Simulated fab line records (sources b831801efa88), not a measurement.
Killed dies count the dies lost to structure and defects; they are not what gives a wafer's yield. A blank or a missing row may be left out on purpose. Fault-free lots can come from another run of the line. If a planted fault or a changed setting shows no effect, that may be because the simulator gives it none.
fab line records ; flow sky130
[record] lots = 7; wafers = 21; last_day = 49
route steps=708 shown LDD_N@247 LDD_P@255
lots that met no fault: taken from a fault-free run of the same line
start_h: hours from the record's opening day to when the first of the lot's shown wafers began ; wait_h: hours since the lot's step before ; " repeats the value in the row above ; L1.1+2: a single row standing in for several wafers ; - value missing, or start not given ; * or withheld: withheld ; < > ~ a bound
route shown NAME@n: NAME is a module with steps in the file, n the number in the route of the first one ; usual: mean/standard deviation of fault-free wafers ; same: alike in all rows ; chamber/n: place in a boat ; sites: readings site by site ; _std_site: standard deviation of those values ; _edge_site: mean of outer sites minus mean of inner sites ; radius_mm: for every site, how far away it sits from the centre of the wafer ; mask NAME#n: copy n ; behind: the tool/chamber that last shaped the wafer ; hold: reason for holding the lot/hours on hold/outcome of the hold ; device: the n, p or np transistor that did not switch ; end of line: at the end of the route, the tests of the same wafers ; a step with no rows: only its recipe ; killed: dies lost to structure and defects at the first sort, not the wafer's yield ; map: a wafer's dies, marking killed ones x, the rest . and places with no die _
set.NAME: the setting as run; set.NAME@STEP: as run at that earlier step ; model.NAME: the simulator's own value behind a step, which no gauge read
lots at some steps of the route; a table a step, a row a wafer
services: the hour from which a tool's chamber was out of use, counted from the record's first day as start_h (under 0 if before that day), plus the number of hours and why
[[steps]]
[step SKY_LDD_N_IMPLANT_10]
[recipe] species = As; energy_kev = 20; dose_cm2 = 7.5e+13; tilt_deg = withheld; rotation_deg = 203
[step SKY_LDD_N_IMPLANT_11]
[recipe] species = As; energy_kev = 20; dose_cm2 = 7.5e+13; tilt_deg = withheld; rotation_deg = 293
[step SKY_LDD_N_IMPLANT_12]
[recipe] species = BF2; energy_kev = 50; dose_cm2 = 5e+12; tilt_deg = 30; rotation_deg = 0
[step SKY_LDD_N_IMPLANT_13]
[recipe] species = BF2; energy_kev = 50; dose_cm2 = 5e+12; tilt_deg = 30; rotation_deg = 90
[step SKY_LDD_N_IMPLANT_14]
[recipe] species = BF2; energy_kev = 50; dose_cm2 = 5e+12; tilt_deg = 30; rotation_deg = 180
[step SKY_LDD_N_IMPLANT_15]
[recipe] species = BF2; energy_kev = 50; dose_cm2 = 5e+12; tilt_deg = 30; rotation_deg = 270
[step SKY_LDD_N_STRIP_16]
[recipe] chemistry = O2/N2; power_w = 1400; pressure_mtorr = 1500; platen_temp_c = withheld; o2_flow_sccm = 3000; n2_flow_sccm = 300; overash_fraction = 0.5
[usual] drypump_motor_current_A = 5.18/0.26; oes_product_au = 0.407/0.0046; strip_time_to_endpoint_s = 4.312/0.017
lot.wafer;tool;chamber;start_h;wait_h;drypump_motor_current_A;oes_product_au;rf_hours_counter_h;strip_time_to_endpoint_s
L755.1;plasma_asher-04;1;426.79;0.1;5.40;0.409;29;4.310
L755.5;plasma_asher-04;1;426.79;0.1;5.38;0.410;-;4.334
L755.6;plasma_asher-04;0;426.79;0.1;5.12;0.406;-;4.286
L757.2;plasma_asher-02;1;449.09;0.1;5.68;0.415;64;4.316
L757.3;plasma_asher-02;1;449.09;0.1;5.69;0.414;-;4.307
L757.4;plasma_asher-02;0;449.09;0.1;4.94;0.408;-;4.329
L759.2;plasma_asher-01;0;463.04;0.1;5.05;0.411;3;4.305
L759.4;plasma_asher-01;0;463.04;0.1;5.07;0.404;-;4.312
L759.5;plasma_asher-01;1;463.04;0.1;5.04;0.407;-;4.310
L758.3;plasma_asher-02;0;463.18;0.1;4.95;0.396;-;4.361
L758.4;plasma_asher-02;1;463.18;0.1;5.66;0.411;-;4.338
L758.6;plasma_asher-02;1;463.18;0.1;5.68;0.415;-;4.334
L768.1;plasma_asher-02;0;545.70;0.1;4.94;0.414;75;4.328
L768.4;plasma_asher-02;0;545.70;0.1;4.95;0.416;-;4.342
L768.5;plasma_asher-02;0;545.70;0.1;4.94;0.407;-;4.327
L769.1;plasma_asher-01;0;553.55;0.1;5.07;0.400;13;4.330
L769.4;plasma_asher-01;0;553.55;0.1;5.07;0.415;-;4.309
L769.6;plasma_asher-01;1;553.55;0.1;5.05;0.406;-;4.307
L771.3;plasma_asher-01;0;561.28;0.1;5.08;0.402;-;4.303
L771.4;plasma_asher-01;1;561.28;0.1;5.03;0.404;-;4.302
L771.5;plasma_asher-01;1;561.28;0.1;5.04;0.400;-;4.317
[step SKY_LDD_N_TW_MEAS_17]
[usual] LDD_N_TW = 2583/13
lot.wafer;tool;chamber;start_h;wait_h;LDD_N_TW
L755.1;film_metro-04;-;426.89;0.1;2578
L755.5;film_metro-04;-;426.89;0.1;2585
L755.6;film_metro-04;-;426.89;0.1;2595
L757.2;film_metro-03;-;449.20;0.1;2607
L757.3;film_metro-03;-;449.20;0.1;2593
L757.4;film_metro-03;-;449.20;0.1;2604
L759.2;film_metro-04;-;463.15;0.1;2588
L759.4;film_metro-04;-;463.15;0.1;2575
L759.5;film_metro-04;-;463.15;0.1;2571
L758.3;film_metro-03;-;463.27;0.1;2606
L758.4;film_metro-03;-;463.27;0.1;2603
L758.6;film_metro-03;-;463.27;0.1;2595
L768.1;film_metro-01;-;545.80;0.1;2586
L768.4;film_metro-01;-;545.80;0.1;2578
L768.5;film_metro-01;-;545.80;0.1;2599
L769.1;film_metro-03;-;553.65;0.1;2588
L769.4;film_metro-03;-;553.65;0.1;2573
L769.6;film_metro-03;-;553.65;0.1;2574
L771.3;film_metro-01;-;561.37;0.1;2584
L771.4;film_metro-01;-;561.37;0.1;2574
L771.5;film_metro-01;-;561.37;0.1;2592
[step SKY_LDD_P_DEHYDRATE_00]
[recipe] temp_c = 200; time_s = 60
[step SKY_LDD_P_HMDS_01]
[recipe] prime_time_s = 60; prime_temp_c = 120
[step SKY_LDD_P_COAT_02]
[recipe] resist = NOVOLAK; spin_rpm = 3000; resist_thk_nm = 1140
[step SKY_LDD_P_SOFTBAKE_03]
[recipe] temp_c = 90; time_s = 60; resist = NOVOLAK
[step SKY_LDD_P_EXPOSE_04]
[recipe] mask_id = PSDM; na = 0.6; source_shape = conventional; sigma_outer = 0.6; polarization = unpolarized; target_cd_nm = 380; dose_mj = 138
[usual] exposure_dose_mJ_cm2 = 137.97/0.13; focus_offset_nm = -0.1/0.49
lot.wafer;tool;chamber;start_h;wait_h;mask;exposure_dose_mJ_cm2;focus_offset_nm
L755.1;iline_stepper-01;0;442.70;-;PSDM#0;138.05;-0.3
L755.5;iline_stepper-01;0;442.70;-;PSDM#0;137.95;-0.7
L755.6;iline_stepper-01;0;442.70;-;PSDM#0;137.93;-0.5
L757.2;iline_stepper-01;-;463.82;-;PSDM#0;-;-
L757.3;iline_stepper-01;-;463.82;-;PSDM#0;-;-
L757.4;iline_stepper-01;-;463.82;-;PSDM#0;-;-
L759.2;iline_stepper-02;-;479.42;-;PSDM#0;-;-
L759.4;iline_stepper-02;-;479.42;-;PSDM#0;-;-
L759.5;iline_stepper-02;-;479.42;-;PSDM#0;-;-
L758.3;iline_stepper-01;-;479.68;-;PSDM#0;-;-
L758.4;iline_stepper-01;-;479.68;-;PSDM#0;-;-
L758.6;iline_stepper-01;-;479.68;-;PSDM#0;-;-
L768.1;iline_stepper-01;0;560.15;-;PSDM#0;138.11;0.6
L768.4;iline_stepper-01;0;560.15;-;PSDM#0;137.87;-0.5
L768.5;iline_stepper-01;0;560.15;-;PSDM#0;137.71;-0.1
L769.1;iline_stepper-02;0;568.35;-;PSDM#0;137.76;-0.7
L769.4;iline_stepper-02;0;568.35;-;PSDM#0;138.20;-0.5
L769.6;iline_stepper-02;0;568.35;-;PSDM#0;138.11;0.1
L771.3;iline_stepper-01;0;576.54;-;PSDM#0;137.90;-0.5
L771.4;iline_stepper-01;0;576.54;-;PSDM#0;137.81;-0.7
L771.5;iline_stepper-01;0;576.54;-;PSDM#0;138.08;0.3
[step SKY_LDD_P_PEB_05]
[recipe] temp_c = withheld; time_s = *; resist = NOVOLAK
[[services]]
tool;chamber;start_h;hours;kind
plasma_asher-01;-;421.25;9.0;pm
plasma_asher-01;0;421.25;9.0;vent_cycle
plasma_asher-01;1;421.25;9.0;vent_cycle
plasma_asher-01;0;430.25;-;clean
plasma_asher-01;1;430.25;-;clean
plasma_asher-01;-;436.25;4.5;repair
iline_stepper-02;-;456.77;1.7;pm
plasma_asher-04;-;459.67;14.6;pm
plasma_asher-04;-;474.27;28.1;pm
plasma_asher-01;-;481.38;2.2;repair
iline_stepper-01;-;496.48;1.7;pm
plasma_asher-02;-;497.82;1.4;repair
plasma_asher-04;-;504.01;0.9;repair
[[key]]
[first_sign] step = SKY_LDD_P_EXPOSE_04; reading = tool_record; direction = missing
effect none on later readings
met_at SKY_LDD_P_EXPOSE_04
struck_wafers L757.2,L757.3,L757.4,L758.3,L758.4,L758.6,L759.2,L759.4,L759.5
sort_left_out L757.2,L757.3,L757.4,L758.3,L758.4,L758.6,L759.2,L759.4,L759.5
tester_left_out L757,L758,L759
onset_between 442.70 463.82
[fault] kind = skipped_step_whole; tool = iline_stepper-01,iline_stepper-02; chamber = -; onset_h = 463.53; steps = SKY_LDD_P_EXPOSE_04; scope = struck_lots_only
// tester_left_out: of these lots the tester's yield and bins aren't shown, on N5 and GAA mostly nor the transistor test; their killed dies are dies lost to structure and defects alone, not to doping, threshold or leakage, so they don't give the yield
// sort_left_out: the simulated sort isn't trusted on such a fault, so these wafers' sort isn't shown, and their yield isn't known
